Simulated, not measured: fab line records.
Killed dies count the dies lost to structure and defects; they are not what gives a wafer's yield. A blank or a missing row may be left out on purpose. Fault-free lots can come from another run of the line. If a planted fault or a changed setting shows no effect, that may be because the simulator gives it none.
fab line records ; flow sky130
[record] lots = 5; wafers = 15; last_day = 50
route steps=708 shown VIA2@526 METAL3@532 CAPM@537 PAD_OPEN@708
lots untouched by any fault: they come from a run of this same line in which no faults occurred
start_h: hours from the record's first day to the start of the lot's first wafer shown ; wait_h: how many hours have passed since the lot's step before this one ; " repeats the value in the row above ; L1.1+2: one row covering several wafers at once ; - either no value or no given start ; * or withheld: withheld ; < > ~ a bound
route shown NAME@n: names a module that has steps shown in the file, with the first one's number in the route ; usual: mean/standard deviation taken from wafers without a fault ; same: alike in all rows ; chamber/n: place in a boat ; sites: readings site by site ; _std_site: how widely they spread, as a standard deviation ; _edge_site: the outer-site mean with the inner-site mean subtracted ; radius_mm: how far each site lies from the wafer's centre ; mask NAME#n: copy n ; behind: tool/chamber where the wafer was last shaped ; hold: why the lot was held/for how many hours/how that ended ; device: names the non-switching transistor (n, p or np) ; end of line: at the end of the route, the tests of the same wafers ; where a step has no rows: the recipe by itself ; killed: dies that structure and defects cost at the first sort, which is not the same as the wafer's yield ; map: per-die view of a wafer (x killed, . not killed, _ where there is no die)
set.NAME: the setting as run; set.NAME@STEP: as run at that earlier step ; model.NAME: the simulator's own value behind a step, which no gauge read
certain route steps with their lots: each step a table, each wafer a row
services: when a tool's chamber went out of use (start_h, in hours from the record's first day, below 0 if earlier), for how many hours, and the reason
[[steps]]
[step SKY_VIA2_CLEAN_19]
[recipe] chemistry = O3/DIW; dry = n2_spin
[step SKY_VIA2_SPUTTER_20]
[recipe] material = TiN; target_thk_nm = 20; chamber_pressure_pa = 5; power_w = 4000; time_s = 80
[step SKY_VIA2_CVD_21]
[recipe] material = W; target_thk_nm = 420; time_s = 126.4; temp_c = 400; pressure_torr = 40
[usual] heater_power_w = 789/73
lot.wafer;tool;chamber;start_h;wait_h;heater_power_w
L380.1;cvd_w-02;1;834.70;0.0;832
L380.2;cvd_w-02;0;834.70;0.0;770
L380.4;cvd_w-02;1;834.70;0.0;847
L385.3;cvd_w-02;1;895.80;0.1;831
L385.4;cvd_w-02;0;895.80;0.1;776
L385.5;cvd_w-02;1;895.80;0.1;817
L388.3;cvd_w-01;0;902.25;0.1;936
L388.5;cvd_w-01;0;902.25;0.1;917
L388.6;cvd_w-01;1;902.25;0.1;704
L400.1;cvd_w-01;0;990.67;0.0;831
L400.4;cvd_w-01;0;990.67;0.0;844
L400.6;cvd_w-01;1;990.67;0.0;670
L403.1;cvd_w-01;1;1005.60;0.0;666
L403.5;cvd_w-01;1;1005.60;0.0;673
L403.6;cvd_w-01;0;1005.60;0.0;855
[step SKY_VIA2_RS_MEAS_22]
[recipe] thk_meas_gauge = four-point-probe; reads = W_of_VIA2_CVD_21+TiN_of_VIA2_SPUTTER_20
[usual] VIA2_W_RS = 0.273/0.0043
lot.wafer;tool;chamber;start_h;wait_h;VIA2_W_RS[ohm/sq]
L380.1;film_metro-03;-;834.83;0.1;0.276
L380.2;film_metro-03;-;834.83;0.1;0.277
L380.4;film_metro-03;-;834.83;0.1;0.276
L385.3;film_metro-01;-;895.92;0.1;0.273
L385.4;film_metro-01;-;895.92;0.1;0.278
L385.5;film_metro-01;-;895.92;0.1;0.277
L388.3;film_metro-02;-;902.38;0.1;0.270
L388.5;film_metro-02;-;902.38;0.1;0.270
L388.6;film_metro-02;-;902.38;0.1;0.268
L400.1;film_metro-03;-;990.80;0.1;0.270
L400.4;film_metro-03;-;990.80;0.1;0.273
L400.6;film_metro-03;-;990.80;0.1;0.274
L403.1;film_metro-01;-;1005.73;0.1;0.270
L403.5;film_metro-01;-;1005.73;0.1;0.273
L403.6;film_metro-01;-;1005.73;0.1;0.274
[step SKY_VIA2_THK_MEAS_23]
[recipe] thk_meas_gauge = xrf; reads = W_of_VIA2_CVD_21
[usual] VIA2_W_THK = 422/8.3
lot.wafer;tool;chamber;start_h;wait_h;VIA2_W_THK[nm]
L380.1;film_metro-03;-;834.95;0.1;412
L380.2;film_metro-03;-;834.95;0.1;410
L380.4;film_metro-03;-;834.95;0.1;411
L385.3;film_metro-01;-;896.02;0.1;431
L385.4;film_metro-01;-;896.02;0.1;427
L385.5;film_metro-01;-;896.02;0.1;424
L388.3;film_metro-02;-;902.48;0.1;419
L388.5;film_metro-02;-;902.48;0.1;420
L388.6;film_metro-02;-;902.48;0.1;424
L400.1;film_metro-03;-;990.92;0.1;436
L400.4;film_metro-03;-;990.92;0.1;426
L400.6;film_metro-03;-;990.92;0.1;429
L403.1;film_metro-01;-;1005.85;0.1;429
L403.5;film_metro-01;-;1005.85;0.1;427
L403.6;film_metro-01;-;1005.85;0.1;424
[step SKY_VIA2_CMP_24]
[recipe] stop_on = SiO2; t_overpolish_s = 20; down_force_psi = 3.5; platen_rpm = 60; target_thk_nm = 0; pad_velocity_m_s = 0.94248
[usual] motor_current_A = 11.2/1.1; overpolish_run_s = 19.999/0.0092; slurry_filter_dp_kPa = 13.49/0.16; time_to_endpoint_s = 101/3.3
lot.wafer;tool;chamber;start_h;wait_h;motor_current_A;overpolish_run_s;slurry_filter_dp_kPa;time_to_endpoint_s
L380.2;cmp-02;0;835.01;0.0;10.2;19.991;13.44;104
L380.4;cmp-02;1;835.01;0.0;12.3;19.994;13.20;103
L380.1;cmp-02;3;835.01;0.0;10.9;19.989;13.63;101
L385.4;cmp-02;2;896.06;0.0;11.1;20.008;13.19;97
L385.3;cmp-02;0;896.06;0.0;10.5;20.005;13.09;96
L385.5;cmp-02;3;896.06;0.0;10.2;19.982;13.42;98
L388.3;cmp-02;3;902.57;0.1;10.2;20.011;13.61;103
L388.5;cmp-02;2;902.57;0.1;12.2;20.006;13.40;103
L388.6;cmp-02;3;902.57;0.1;10.9;19.997;13.63;101
L400.1;cmp-02;0;991.03;0.1;10.8;19.991;13.37;100
L400.4;cmp-02;2;991.03;0.1;11.6;19.997;13.59;102
L400.6;cmp-02;3;991.03;0.1;10.6;20.006;13.52;99
L403.1;cmp-02;3;1006.06;0.2;10.1;19.998;13.66;105
L403.6;cmp-02;0;1006.06;0.2;11.2;19.992;13.29;101
L403.5;cmp-02;1;1006.06;0.2;12.4;19.993;13.52;103
[step SKY_METAL3_SPUTTER_00]
[recipe] material = Ti; target_thk_nm = 15; power_w = 3000; time_s = 10; chamber_pressure_pa = 0.4
[usual] throttle_valve_pct = 30.1/1.1
lot.wafer;tool;chamber;start_h;wait_h;throttle_valve_pct
L380.1;pvd_sputter-03;-;835.31;0.1;31.4
L380.2;pvd_sputter-03;-;835.31;0.1;31.6
L380.4;pvd_sputter-03;-;835.31;0.1;29.8
L385.3;pvd_sputter-04;-;896.36;0.1;27.1
L385.4;pvd_sputter-04;-;896.36;0.1;30.7
L385.5;pvd_sputter-04;-;896.36;0.1;30.7
L388.3;pvd_sputter-01;-;902.82;0.2;30.3
L388.5;pvd_sputter-01;-;902.82;0.2;30.1
L388.6;pvd_sputter-01;-;902.82;0.2;30.4
L400.1;pvd_sputter-03;-;991.28;0.2;29.9
L400.4;pvd_sputter-03;-;991.28;0.2;29.6
L400.6;pvd_sputter-03;-;991.28;0.2;31.1
L403.1;pvd_sputter-04;-;1006.21;0.1;29.5
L403.5;pvd_sputter-04;-;1006.21;0.1;30.9
L403.6;pvd_sputter-04;-;1006.21;0.1;27.3
[step SKY_METAL3_SPUTTER_01]
[recipe] material = TiN; target_thk_nm = 20; power_w = 6500; time_s = 16.7; chamber_pressure_pa = 0.4
[step SKY_METAL3_SPUTTER_02]
[recipe] material = AlCu; target_thk_nm = 735; power_w = 10600; time_s = 39.1; chamber_pressure_pa = 0.4
[step SKY_METAL3_SPUTTER_03]
[recipe] material = Ti; target_thk_nm = 5; power_w = 3000; time_s = 3.3; chamber_pressure_pa = 0.4
[usual] throttle_valve_pct = 30.1/1.1
lot.wafer;tool;chamber;start_h;wait_h;throttle_valve_pct
L380.1;pvd_sputter-03;-;835.40;0.0;31.3
L380.2;pvd_sputter-03;-;835.40;0.0;31.6
L380.4;pvd_sputter-03;-;835.40;0.0;29.9
L385.3;pvd_sputter-04;-;896.45;0.0;27.0
L385.4;pvd_sputter-04;-;896.45;0.0;30.4
L385.5;pvd_sputter-04;-;896.45;0.0;31.1
L388.3;pvd_sputter-01;-;902.91;0.0;30.7
L388.5;pvd_sputter-01;-;902.91;0.0;30.0
L388.6;pvd_sputter-01;-;902.91;0.0;30.2
L400.1;pvd_sputter-03;-;991.37;0.0;29.9
L400.4;pvd_sputter-03;-;991.37;0.0;29.6
L400.6;pvd_sputter-03;-;991.37;0.0;30.9
L403.1;pvd_sputter-04;-;1006.29;0.0;29.5
L403.5;pvd_sputter-04;-;1006.29;0.0;31.2
L403.6;pvd_sputter-04;-;1006.29;0.0;27.3
[step SKY_METAL3_SPUTTER_04]
[recipe] material = TiN; target_thk_nm = 70; power_w = 6500; time_s = 58.3; chamber_pressure_pa = 0.4
[step SKY_CAPM_CVD_00]
[recipe] material = SiO2; target_thk_nm = 15.5; temp_c = 400; time_s = withheld; rf_w = 450
[step SKY_CAPM_THK_MEAS_01]
[recipe] reads = SiO2_of_CAPM_CVD_00
[usual] CAPM_CVD_00_THK = 15.53/0.22
lot.wafer;tool;chamber;start_h;wait_h;CAPM_CVD_00_THK[nm]
L380.1;film_metro-03;-;835.49;-;15.33
L380.2;film_metro-03;-;835.49;-;15.50
L380.4;film_metro-03;-;835.49;-;15.65
L385.3;film_metro-01;-;896.56;-;15.42
L385.4;film_metro-01;-;896.56;-;15.66
L385.5;film_metro-01;-;896.56;-;15.82
L388.3;film_metro-01;-;903.02;-;15.58
L388.5;film_metro-01;-;903.02;-;15.83
L388.6;film_metro-01;-;903.02;-;15.91
L400.1;film_metro-03;-;991.46;-;15.92
L400.4;film_metro-03;-;991.46;-;16.26
L400.6;film_metro-03;-;991.46;-;16.23
L403.1;film_metro-01;-;1006.40;-;15.46
L403.5;film_metro-01;-;1006.40;-;15.53
L403.6;film_metro-01;-;1006.40;-;15.41
[step SKY_CAPM_SPUTTER_02]
[recipe] material = TiN; target_thk_nm = 200; temp_c = 300; power_w = 6500; time_s = 166.7; chamber_pressure_pa = 0.3926
[usual] throttle_valve_pct = 30.0/0.88
lot.wafer;tool;chamber;start_h;wait_h;throttle_valve_pct
L380.1;pvd_sputter-01;-;835.55;0.1;30.7
L380.2;pvd_sputter-01;-;835.55;0.1;29.7
L380.4;pvd_sputter-01;-;835.55;0.1;30.2
L385.3;pvd_sputter-01;-;896.60;0.0;28.5
L385.4;pvd_sputter-01;-;896.60;0.0;30.5
L385.5;pvd_sputter-01;-;896.60;0.0;30.3
L388.3;pvd_sputter-02;-;903.06;0.0;29.8
L388.5;pvd_sputter-02;-;903.06;0.0;29.9
L388.6;pvd_sputter-02;-;903.06;0.0;29.5
L400.1;pvd_sputter-02;-;991.52;0.1;29.5
L400.4;pvd_sputter-02;-;991.52;0.1;30.0
L400.6;pvd_sputter-02;-;991.52;0.1;31.1
L403.1;pvd_sputter-02;-;1006.46;0.1;29.4
L403.5;pvd_sputter-02;-;1006.46;0.1;29.5
L403.6;pvd_sputter-02;-;1006.46;0.1;31.3
[step SKY_PAD_OPEN_PROBE_99]
[usual] defect_limited_yield = 82.5/1.9; killed_at_M0_to_M3 = 44/6.6; killed_at_M4_up = 3.0/2; killed_at_contacts = 24/5.1; killed_at_front_end = 15/4.1; killed_at_other = 0.4/0.62; killed_dies = 86/9.3; killed_open = 46/6.8; killed_short = 40/5.8
[same] gross_dies = 492; killed_at_back_side = 0
lot.wafer;tool;chamber;start_h;wait_h;defect_limited_yield[%];killed_at_M0_to_M3;killed_at_M4_up;killed_at_contacts;killed_at_front_end;killed_at_other;killed_dies;killed_open;killed_short
L380.1;prober-02;-;1062.39;0.1;82.3;42;3;30;12;0;87;44;43
L380.2;prober-02;-;1062.44;0.1;81.3;45;3;29;15;0;92;45;47
L380.4;prober-02;-;1062.54;0.2;82.5;42;1;29;14;0;86;52;34
L385.3;prober-02;-;1111.23;0.2;86.2;33;1;19;15;0;68;36;32
L385.4;prober-02;-;1111.28;0.2;83.1;36;1;31;15;0;83;47;36
L385.5;prober-02;-;1111.33;0.2;82.7;43;2;21;18;1;85;40;45
L388.3;prober-01;-;1116.80;0.2;80.3;43;1;26;27;0;97;47;50
L388.5;prober-01;-;1116.90;0.2;78.3;47;3;36;21;0;107;69;38
L388.6;prober-01;-;1116.95;0.2;78.0;53;0;32;22;1;108;56;52
L400.1;prober-01;-;1180.93;0.1;83.3;38;2;18;23;1;82;47;35
L400.4;prober-01;-;1181.08;0.2;81.9;45;1;22;20;1;89;48;41
L400.6;prober-01;-;1181.18;0.2;80.1;55;6;23;13;1;98;48;49
L403.1;prober-01;-;1191.75;0.1;81.1;47;2;29;14;1;93;52;41
L403.5;prober-01;-;1191.95;0.2;82.7;48;0;28;9;0;85;47;38
L403.6;prober-01;-;1192.00;0.2;79.7;48;7;25;20;0;100;63;36
// killed by level:class
L380.1 CONTACT:geometric_particle:open=13 VIA1:geometric_particle:open=9 CONTACT:geometric_particle:short=8 METAL2:geometric_particle:short=8 METAL1:geometric_particle:short=7 LI_CONTACT:geometric_particle:open=5 VIA3:geometric_particle:open=5 VIA3:geometric_particle:short=4
L380.2 CONTACT:geometric_particle:open=12 VIA1:geometric_particle:open=12 VIA2:geometric_particle:open=9 METAL2:geometric_particle:short=6 LOCAL_INTERCONNECT:geometric_particle:short=6 VIA1:geometric_particle:short=5 POLY_GATE:geometric_particle:open=4 CONTACT:geometric_particle:short=4
L380.4 VIA1:geometric_particle:open=13 CONTACT:geometric_particle:open=10 LI_CONTACT:geometric_particle:open=7 CONTACT:geometric_particle:short=7 METAL1:geometric_particle:short=7 VIA2:geometric_particle:open=6 FIELD_ISO:geometric_particle:open=5 METAL2:geometric_particle:short=4
L385.3 VIA2:geometric_particle:open=7 CONTACT:geometric_particle:open=6 FIELD_ISO:geometric_particle:short=5 LI_CONTACT:geometric_particle:open=5 VIA1:geometric_particle:open=5 METAL2:geometric_particle:short=5 FIELD_ISO:geometric_particle:open=4 POLY_GATE:geometric_particle:short=4
L385.4 VIA1:geometric_particle:open=10 LI_CONTACT:geometric_particle:open=9 CONTACT:geometric_particle:open=9 VIA2:geometric_particle:open=6 LOCAL_INTERCONNECT:geometric_particle:short=5 CONTACT:geometric_particle:short=5 METAL1:geometric_particle:short=5 FIELD_ISO:geometric_particle:short=4
L385.5 VIA1:geometric_particle:open=11 METAL1:geometric_particle:short=7 CONTACT:geometric_particle:open=7 METAL2:geometric_particle:short=6 LI_CONTACT:geometric_particle:open=6 FIELD_ISO:geometric_particle:short=5 POLY_GATE:geometric_particle:open=5 FIELD_ISO:geometric_particle:open=4
L388.3 CONTACT:geometric_particle:open=9 METAL2:geometric_particle:short=8 POLY_GATE:geometric_particle:short=7 LI_CONTACT:geometric_particle:open=7 METAL1:geometric_particle:short=7 POLY_GATE:geometric_particle:open=6 CONTACT:geometric_particle:short=6 VIA3:geometric_particle:open=6
L388.5 VIA1:geometric_particle:open=16 CONTACT:geometric_particle:open=13 LI_CONTACT:geometric_particle:open=10 POLY_GATE:geometric_particle:open=9 VIA2:geometric_particle:open=8 FIELD_ISO:geometric_particle:open=6 POLY_GATE:geometric_particle:short=5 CONTACT:geometric_particle:short=5
L388.6 VIA1:geometric_particle:open=12 METAL1:geometric_particle:short=11 VIA1:geometric_particle:short=11 CONTACT:geometric_particle:open=9 LI_CONTACT:geometric_particle:open=7 VIA2:geometric_particle:open=7 FIELD_ISO:geometric_particle:open=6 POLY_GATE:geometric_particle:open=5
L400.1 VIA1:geometric_particle:open=13 CONTACT:geometric_particle:open=8 VIA3:geometric_particle:open=8 POLY_GATE:geometric_particle:short=7 FIELD_ISO:geometric_particle:open=5 FIELD_ISO:geometric_particle:short=4 METAL2:geometric_particle:short=4 VIA2:geometric_particle:short=4
L400.4 VIA2:geometric_particle:open=10 CONTACT:geometric_particle:open=9 FIELD_ISO:geometric_particle:open=6 VIA1:geometric_particle:open=6 METAL1:geometric_particle:short=5 LI_CONTACT:geometric_particle:open=5 VIA3:geometric_particle:open=5 POLY_GATE:geometric_particle:short=4
L400.6 VIA2:geometric_particle:open=12 VIA1:geometric_particle:open=10 CONTACT:geometric_particle:open=8 POLY_GATE:geometric_particle:short=7 METAL1:geometric_particle:short=7 LI_CONTACT:geometric_particle:open=6 METAL2:geometric_particle:short=6 VIA3:geometric_particle:short=5
L403.1 CONTACT:geometric_particle:open=13 VIA1:geometric_particle:open=9 VIA2:geometric_particle:open=9 CONTACT:geometric_particle:short=6 VIA3:geometric_particle:short=6 LI_CONTACT:geometric_particle:open=5 METAL1:geometric_particle:short=5 METAL2:geometric_particle:short=5
L403.5 VIA3:geometric_particle:open=11 LI_CONTACT:geometric_particle:short=7 VIA1:geometric_particle:open=7 VIA1:geometric_particle:short=6 LI_CONTACT:geometric_particle:open=6 CONTACT:geometric_particle:open=6 VIA2:geometric_particle:open=6 POLY_GATE:geometric_particle:open=4
L403.6 VIA1:geometric_particle:open=15 CONTACT:geometric_particle:open=10 VIA2:geometric_particle:open=9 VIA3:geometric_particle:open=8 POLY_GATE:geometric_particle:open=7 LI_CONTACT:geometric_particle:open=6 CONTACT:geometric_particle:short=6 POLY_GATE:geometric_particle:short=4
[[services]]
tool;chamber;start_h;hours;kind
pvd_sputter-04;-;843.98;14.7;repair
cmp-02;-;860.25;0.6;repair
cvd_w-02;-;870.64;1.0;repair
cmp-02;-;890.01;0.8;repair
cvd_w-02;-;901.08;6.0;pm
pvd_sputter-04;-;903.38;32.2;repair
cvd_w-01;-;904.00;14.0;pm
cvd_w-01;0;904.00;14.0;vent_cycle
cvd_w-01;1;904.00;14.0;vent_cycle
cmp-02;-;907.97;0.5;repair
pvd_sputter-01;-;915.19;2.7;repair
cvd_w-01;0;918.00;-;clean
cvd_w-01;1;918.00;-;clean
cvd_w-01;-;920.78;6.9;pm
pvd_sputter-01;-;923.58;3.6;repair
cvd_w-02;-;946.47;1.4;repair
cmp-02;-;967.95;6.4;pm
[[key]]
[first_sign] step = SKY_CAPM_THK_MEAS_01; reading = CAPM_CVD_00_THK; direction = up; sigmas = 2.7; usual = 15.53; struck = 16.14
effect none on later readings
met_at SKY_CAPM_THK_MEAS_01
struck_wafers L400.1,L400.4,L400.6
onset_between 835.49 991.46
also_fits SKY_VIA2_RS_MEAS_22:film_metro-03,SKY_VIA2_THK_MEAS_23:film_metro-03,SKY_METAL3_SPUTTER_00:pvd_sputter-03,SKY_METAL3_SPUTTER_03:pvd_sputter-03
[fault] kind = metrology_matching_offset; tool = film_metro-03; chamber = -; onset_h = 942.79; steps = SKY_CAPM_THK_MEAS_01; param = thk_nm; offset = 0.46194
